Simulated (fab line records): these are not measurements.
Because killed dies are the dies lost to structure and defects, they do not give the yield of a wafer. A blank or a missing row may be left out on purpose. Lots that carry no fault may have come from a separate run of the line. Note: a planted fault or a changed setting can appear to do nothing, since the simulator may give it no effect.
Comparing a struck lot with a sound one | flow sky130 | 20 out of 708 route steps
Sound: the wafers L218.1, L218.4, L218.5. Struck: wafers L228.2, L228.3, L228.4. The cause is given at the end.
Order at every step that has rows: each side's tool, ch and its chambers, its first start. Under that, the readings that differ: sound wafers | struck wafers | difference of the means | sigmas: that difference in standard deviations of wafers without a fault.
alike: a reading whose means differ by less than 2 such deviations, as well as words and numbers matching on both sides. not compared: withheld readings; readings where some wafer has no value; bounds like >300 that might hide an equal value; numbers whose values overlap and for which the record gives no deviation.
The two part at a step that has a row with sigmas, a row that says differs or no value, or rows on one side only. Non-overlapping numbers with no deviation appear without sigmas and do not part them. A reading missing from all wafers of one side parts the sides only when that side holds two or more wafers.

SKY_POLY_GATE_THK_MEAS_21:
  sound on film metro-02, day 19 22:57; struck on film metro-02, day 23 22:50
  alike: POLY_GATE_OXIDATION_THK
SKY_POLY_GATE_CD_MEAS_22:
  sound on cd sem-01, day 19 23:01; struck on cd sem-01, day 23 22:55
  alike: cd nm
then, 7 steps without rows for these wafers: SKY_LDD_N_DEHYDRATE_00 (time 60 s); SKY_LDD_N_HMDS_01 (prime time 60 s); SKY_LDD_N_COAT_02 (resist thk 300 nm); SKY_LDD_N_SOFTBAKE_03 (time 60 s); SKY_LDD_N_EXPOSE_04 (exposes mask NTM, target cd 840 nm); SKY_LDD_N_PEB_05; SKY_LDD_N_DEVELOP_06 (develop time 60 s).
SKY_LDD_N_OVL_MEAS_07:
  sound on overlay-02, day 21 05:35; struck on overlay-01, day 25 04:40
  alike: LDD_N_OVL
then, 2 steps without rows for these wafers: SKY_LDD_N_IMPLANT_08; SKY_LDD_N_IMPLANT_09.
SKY_LDD_N_IMPLANT_10:
  struck on implanter-01, day 25 05:01; sound on implanter-01 ch 0, day 21 05:55
  no value came back on the struck wafers for beam energy keV, beam on s (s), faraday current uA, implant ion amu; on the sound wafers beam energy keV reads 20.006 19.998 19.999
then, 5 steps without rows for these wafers: SKY_LDD_N_IMPLANT_11; SKY_LDD_N_IMPLANT_12; SKY_LDD_N_IMPLANT_13; SKY_LDD_N_IMPLANT_14; SKY_LDD_N_IMPLANT_15.
SKY_LDD_N_STRIP_16: strips in O2/N2.
  sound on plasma asher-03 ch 0,1, day 21 06:49; struck on plasma asher-01 ch 0,1, day 25 05:53
  reading                      | sound             | struck            | difference | sigmas
  strip time to endpoint s (s) | 4.304 4.309 4.318 | 4.174 4.157 4.143 | -0.152     | -10
  alike: drypump motor current A, oes product au
  not compared: rf hours counter h
SKY_LDD_N_TW_MEAS_17:
  sound on film metro-01, day 21 06:55; struck on film metro-03, day 25 06:14
  reading  | sound          | struck         | difference | sigmas
  LDD_N_TW | 2559 2557 2570 | 2444 2448 2448 | -115       | -5
  not compared: hold

## WHERE THEY PART
At SKY_LDD_N_IMPLANT_10 first; at SKY_LDD_N_TW_MEAS_17 last (within this record only).

WHY: what the simulator had put in
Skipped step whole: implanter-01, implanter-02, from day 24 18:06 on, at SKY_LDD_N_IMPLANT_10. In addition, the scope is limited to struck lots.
